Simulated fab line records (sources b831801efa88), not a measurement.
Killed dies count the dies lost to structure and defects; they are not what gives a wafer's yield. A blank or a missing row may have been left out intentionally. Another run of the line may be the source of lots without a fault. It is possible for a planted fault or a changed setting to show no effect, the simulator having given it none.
Lot-split experiment | flow sky130 | 5 lots, 23 wafers read, on a route of 708 steps

== THE SPLIT ITSELF ==
At SKY_LDD_P_IMPLANT_09, the setting dose_cm2 was moved away from the recipe's 1e+13 on 7 of the 23 wafers read, by -4.6% to +5.5%. All remaining wafers had this setting at the recipe value.

== BETWEEN THE SPLIT AND THE READING: the file shows 1 step in between ==
- SKY_LDD_P_STRIP_10: strips in O2/N2

== THE READING ==
LDD_P_TW, at SKY_LDD_P_TW_MEAS_11. Typical for fault-free wafers on this fab line: 632, with standard deviation 3.3.

wafer  | tool, chamber at the split | dose_cm2 as run | against the recipe | LDD_P_TW | against lot-mates on the recipe
L074.2 | implanter-01, 0            | 1e+13           | recipe             | 629      | -
L074.3 | implanter-01, 0            | 1e+13           | recipe             | 634      | -
L074.4 | implanter-01, 0            | 1e+13           | recipe             | 632      | -
L075.1 | implanter-02, 0            | 1e+13           | recipe             | 631      | -
L075.2 | implanter-02, 0            | 1e+13           | recipe             | 633      | -
L075.3 | implanter-02, 0            | 1e+13           | recipe             | 634      | -
L075.5 | implanter-02, 0            | 9.612e+12       | -3.9%              | 626      | -7
L075.6 | implanter-02, 0            | 9.612e+12       | -3.9%              | 623      | -10
L080.1 | implanter-03, 0            | 1e+13           | recipe             | 628      | -
L080.2 | implanter-03, 0            | 1.055e+13       | +5.5%              | 639      | +10
L080.3 | implanter-03, 0            | 1.055e+13       | +5.5%              | 637      | +8
L080.4 | implanter-03, 0            | 1e+13           | recipe             | 629      | -
L080.5 | implanter-03, 0            | 1.055e+13       | +5.5%              | 641      | +12
L083.1 | implanter-01, 0            | 1e+13           | recipe             | 637      | -
L083.2 | implanter-01, 0            | 1e+13           | recipe             | 637      | -
L083.3 | implanter-01, 0            | 1e+13           | recipe             | 636      | -
L083.5 | implanter-01, 0            | 1e+13           | recipe             | 634      | -
L083.6 | implanter-01, 0            | 1e+13           | recipe             | 636      | -
L085.1 | implanter-02, 0            | 1e+13           | recipe             | 635      | -
L085.2 | implanter-02, 0            | 1e+13           | recipe             | 635      | -
L085.3 | implanter-02, 0            | 9.538e+12       | -4.6%              | 630      | -5
L085.4 | implanter-02, 0            | 1e+13           | recipe             | 635      | -
L085.6 | implanter-02, 0            | 9.538e+12       | -4.6%              | 627      | -8

FIT RESULTS
A straight line over all 23 wafers: LDD_P_TW changes by +1.26 for each +1% of dose_cm2; r = +0.77; the points scatter about the line by 2.9.
The same after taking each lot's own level away (the mean of its wafers on the recipe; 23 wafers): +1.81 for each +1%; r = +0.96; scatter 1.6.
On that fit, the largest move of dose_cm2 shifts the reading by 10.
The lots' own levels span 628.5 to 636.0, that is 2.3 times the standard deviation above.
So the lot-to-lot level blurs the effect unless lot-mates are compared.
Check: +10 against its lot-mates is what the line predicts for one of the wafers moved furthest among these (+5.5%) when that wafer is left out of the fit. It came out at +10.5 against them.

== OTHER SPLITS APPLIED TO THESE WAFERS ==
These wafers also went through other splits before the reading. Each is held against what the fit with the lots' levels taken away leaves over:
other split on the same wafers        | wafers away from the commonest value | r with LDD_P_TW (lot level and that fit taken away)
SKY_SONOS_ONO_CVD_04 time_s           | 18                                   | -0.02
SKY_SONOS_ONO_SOFTBAKE_09 temp_c      | 10                                   | +0.20
SKY_GATE_OXIDE_OXIDATION_01 temp_c    | 15                                   | +0.13
SKY_GATE_OXIDE_COAT_05 resist_thk_nm  | 8                                    | -0.13
SKY_GATE_OXIDE_OXIDATION_16 ox_time_s | 15                                   | +0.03
SKY_POLY_GATE_IMPLANT_02 dose_cm2     | 8                                    | +0.35
SKY_POLY_GATE_DEVELOP_12 dev_temp_c   | 7                                    | -0.19
SKY_LDD_N_IMPLANT_09 energy_kev       | 6                                    | +0.18

== FILE'S OWN FIT ==
LDD_P_TW changes by +1.82 for each +1% of dose_cm2, r = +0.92.
